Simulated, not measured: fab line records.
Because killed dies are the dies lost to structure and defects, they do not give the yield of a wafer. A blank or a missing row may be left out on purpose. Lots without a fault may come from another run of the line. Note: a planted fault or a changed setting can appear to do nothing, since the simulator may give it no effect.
Which tool is to blame? -- flow sky130 -- 12 lots with 36 wafers sampled at 5 steps, on a route of 708 steps

## WHAT THE GAUGES READ, wafer by wafer
SKY_VIA3_CD_MEAS_12: target cd 200 nm. Usual: cd-nm 200.3 nm, standard deviation 1.2.
lot,measured,on,cd-nm (nm),flag
L707,day 39 15:04,cd-sem-01,200.0 202.4 200.4,
L709,day 40 07:17,cd-sem-02,199.2 198.9 200.2,
L711,day 40 18:32,cd-sem-01,199.8 200.1 201.7,
L716,day 42 13:38,cd-sem-01,200.8 199.9 201.3,
L717,day 42 16:13,cd-sem-01,200.9 202.1 201.0,
L720,day 43 17:41,cd-sem-01,200.5 199.6 199.1,
L722,day 44 16:40,cd-sem-02,200.3 201.3 201.5,
L724,day 45 16:41,cd-sem-02,199.4 199.4 198.2,
L725,day 45 17:25,cd-sem-02,199.4 198.3 198.1,
L726,day 45 17:44,cd-sem-01,199.5 199.2 200.1,
L728,day 45 19:05,cd-sem-01,201.4 200.9 202.5,
L729,day 46 12:17,cd-sem-02,200.6 201.3 200.6,

SKY_CAP2M_THK_MEAS_01. Usual: CAP2M_CVD_00_THK typically reads 15.52 nm, with standard deviation 0.22.
lot,measured,on,CAP2M_CVD_00_THK (nm),flag
L707,day 39 17:01,film-metro-03,15.45 15.78 15.59,
L709,day 40 09:01,film-metro-02,15.09 15.20 15.51,
L711,day 40 20:14,film-metro-02,15.77 15.82 15.70,
L716,day 42 15:20,film-metro-02,15.21 15.39 15.60,
L717,day 42 17:55,film-metro-03,15.50 15.41 15.72,
L720,day 43 19:54,film-metro-03,15.23 11.66 15.67,OFF
L722,day 44 18:27,film-metro-04,11.52 15.57 11.87,OFF
L724,day 45 18:35,film-metro-02,15.21 15.79 15.58,
L725,day 45 19:24,film-metro-03,15.38 15.54 15.62,
L726,day 45 19:41,film-metro-03,15.19 15.11 15.58,
L728,day 45 21:05,film-metro-03,15.23 15.84 15.49,
L729,day 46 13:59,film-metro-04,15.30 15.48 15.99,

## EACH LOT AND THE TOOL THAT RAN IT (in order: tool; ch and the chambers of the sampled wafers; start)
lot,SKY_CAPM_CVD_00,SKY_CAPM_SPUTTER_02,SKY_CAP2M_CVD_00
L707,"pecvd-03 ch 0,1,2, day 36 08:35","pvd-sputter-01, day 36 08:40","pecvd-02 ch 2, day 39 16:59"
L709,"pecvd-04 ch 0,1, day 37 01:12","pvd-sputter-01, day 37 01:17","pecvd-02 ch 1,2, day 40 08:59"
L711,"pecvd-03 ch 0,1, day 37 12:22","pvd-sputter-01, day 37 12:27","pecvd-02 ch 0,2, day 40 20:13"
L716,"pecvd-03 ch 0,1, day 39 09:50","pvd-sputter-04, day 39 09:56","pecvd-03 ch 0,1, day 42 15:19"
L717,"pecvd-01 ch 1,2, day 39 13:45","pvd-sputter-03, day 39 13:50","pecvd-02 ch 1,2, day 42 17:53"
L720,"pecvd-03 ch 0,2, day 40 16:04","pvd-sputter-04, day 40 16:09","pecvd-02 ch 0,1,2, day 43 19:52"
L722,"pecvd-04 ch 0,2, day 41 15:58","pvd-sputter-04, day 41 16:03","pecvd-02 ch 0,2, day 44 18:26"
L724,"pecvd-03 ch 2, day 42 19:10","pvd-sputter-01, day 42 19:17","pecvd-01 ch 0,1, day 45 18:34"
L725,"pecvd-01 ch 0, day 42 19:46","pvd-sputter-03, day 42 19:52","pecvd-03 ch 0,1,2, day 45 19:22"
L726,"pecvd-03 ch 1,2, day 42 20:08","pvd-sputter-03, day 42 20:14","pecvd-01 ch 0,1, day 45 19:40"
L728,"pecvd-01 ch 0,2, day 42 21:03","pvd-sputter-04, day 42 21:08","pecvd-03 ch 0,1,2, day 45 21:02"
L729,"pecvd-04 ch 1,2, day 43 15:55","pvd-sputter-01, day 43 15:59","pecvd-01 ch 0,2, day 46 13:58"
- SKY_CAPM_CVD_00: deposits SiO2, target thk 15.5 nm.
- SKY_CAPM_SPUTTER_02: material TiN, target thk 200 nm, time 166.7 s.
- SKY_CAP2M_CVD_00: deposits SiO2, target thk 15.5 nm.

## WHAT THE TOOLS THEMSELVES READ (means of the sampled wafers that have a number; where no wafer has one, the mark that the record gives instead)
SKY_CAPM_CVD_00. Usual: heater-power-w 691 W, standard deviation 86.
lot,tool,heater-power-w (W),flag
L707,pecvd-03,746,
L709,pecvd-04,725,
L711,pecvd-03,758,
L716,pecvd-03,735,
L717,pecvd-01,634,
L720,pecvd-03,694,
L722,pecvd-04,750,
L724,pecvd-03,602,
L725,pecvd-01,657,
L726,pecvd-03,759,
L728,pecvd-01,677,
L729,pecvd-04,694,

SKY_CAPM_SPUTTER_02. Usual: throttle-valve-pct 29.9 %, standard deviation 0.99.
lot,tool,throttle-valve-pct (%),flag
L707,pvd-sputter-01,29.4,
L709,pvd-sputter-01,29.4,
L711,pvd-sputter-01,29.4,
L716,pvd-sputter-04,29.7,
L717,pvd-sputter-03,30.1,
L720,pvd-sputter-04,29.7,
L722,pvd-sputter-04,30.6,
L724,pvd-sputter-01,29.4,
L725,pvd-sputter-03,30.4,
L726,pvd-sputter-03,30.3,
L728,pvd-sputter-04,29.7,
L729,pvd-sputter-01,28.6,

SKY_CAP2M_CVD_00. Usual: heater-power-w 681 W, standard deviation 76.
lot,tool,heater-power-w (W),flag
L707,pecvd-02,636,
L709,pecvd-02,669,
L711,pecvd-02,611,
L716,pecvd-03,774,
L717,pecvd-02,718,
L720,pecvd-02,694,
L722,pecvd-02,682,
L724,pecvd-01,676,
L725,pecvd-03,693,
L726,pecvd-01,707,
L728,pecvd-03,755,
L729,pecvd-01,600,

## THE ANSWER, worked out from the rows above alone
Rule: a lot counts as off when the mean over its wafers that have a number is more than 3 standard deviations away from the usual mean. A lot without any number at a reading at which 4 lots or more have one is off too. The other lots that the step has rows for count as sound. Order of review: gauges by route order, followed by the tools' own readings, for which a lot's mean as printed above is used. At the first step where some lot is off, the reading lying furthest off is the one used; lots without a number count as furthest.
Off: L720, L722, seen at SKY_CAP2M_THK_MEAS_01 (CAP2M_CVD_00_THK).
If a tool, at a process step before that reading, ran all the lots that are off and no sound lot after the first of them, it fits. Gauges at SKY_CAP2M_THK_MEAS_01: tried the same way as those tools. One candidate fits, namely pecvd-02 at SKY_CAP2M_CVD_00. A fault onset in the window from L717 (day 42 17:53, its last sound lot) to L720 (day 43 19:52, its first lot off) fits.

## WHAT WAS PUT IN BY THE SIMULATOR
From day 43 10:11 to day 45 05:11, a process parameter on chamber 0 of pecvd-02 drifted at SKY_CAP2M_CVD_00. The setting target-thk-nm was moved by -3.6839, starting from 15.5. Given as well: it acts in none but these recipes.
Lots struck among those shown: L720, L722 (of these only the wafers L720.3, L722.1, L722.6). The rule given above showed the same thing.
